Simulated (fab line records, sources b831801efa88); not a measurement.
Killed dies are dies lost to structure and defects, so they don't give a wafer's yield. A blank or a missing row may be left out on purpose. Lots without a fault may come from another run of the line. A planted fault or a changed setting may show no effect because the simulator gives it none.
One fault seen from 2 desks | flow gf180mcu | each desk has only its own numbers; what lay behind them comes last

THE METROLOGY DESK
What the gauges read, lot by lot, whatever tool the lot ran on: means of the sampled wafers that have a number. A lot is out of limits, marked OUT, if its mean lies more than 4 standard deviations from the usual mean; the brackets give that distance.
Columns: A = V5_OVL at GF_V5_OVL_MEAS_15, usual -3 nm; B = V5_W_RS at GF_V5_RS_MEAS_24, usual 0.327 ohm/sq; C = V5_W_THK at GF_V5_THK_MEAS_25, usual 346 nm
lot  | first seen here | A  | B     | C
L399 | day 28 00:29    | -6 | 0.327 | 348
L407 | day 29 23:04    | 3  | 0.329 | 347
L413 | day 31 21:23    | 11 | 0.330 | 345
L414 | day 32 00:38    | -8 | 0.328 | 343
L418 | day 33 01:33    | 6  | 0.326 | 346
L419 | day 33 05:53    | -6 | 0.328 | 344
This desk's finding: nothing out of limits on any of the 6 lots.

THE TOOL OWNER'S DESK: pvd_sputter-03
The tool's own readings at GF_TOP_METAL_SPUTTER_00 (material Ti, target thk 37.5 nm, time 150 s): means of the sampled wafers that have a number, for each lot that ran on this tool. A lot is out of limits, marked OUT, if its mean lies more than 4 standard deviations from the usual mean; the brackets give that distance.
Columns: A = chamber_pressure_pa at GF_TOP_METAL_SPUTTER_00, usual 2.000 Pa; B = substrate_temp_c at GF_TOP_METAL_SPUTTER_00, usual 200.01 C; C = throttle_valve_pct at GF_TOP_METAL_SPUTTER_00, usual 30.4 %
lot  | first seen here | A               | B      | C
L407 | day 30 01:20    | 2.002           | 200.04 | 31.0
L413 | day 31 22:50    | 1.739 (-59) OUT | 200.05 | 33.3
L414 | day 32 02:05    | 1.744 (-58) OUT | 200.02 | 33.2
This desk's finding: out of limits on L413, L414; first on L413, day 31 22:50 (chamber_pressure_pa at GF_TOP_METAL_SPUTTER_00). In limits: L407.

PUT TOGETHER
The tool owner's desk could have raised an alarm at day 31 22:50, on L413, L414.
The metrology desk saw nothing out of limits.
The metrology desk has L413, L414 on record, within its limits.
Of the lots named, all ran GF_TOP_METAL_SPUTTER_00 on pvd_sputter-03.

WHAT THE SIMULATOR HAD PUT IN
Process parameter drift: pvd_sputter-03, from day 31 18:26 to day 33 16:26, at GF_TOP_METAL_SPUTTER_00. Setting chamber_pressure_pa, moved by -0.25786, from 2. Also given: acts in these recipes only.
Lots struck among those shown: L413, L414.
Hours from the fault's start to each desk's first reading out of limits: the tool owner's desk, 4.
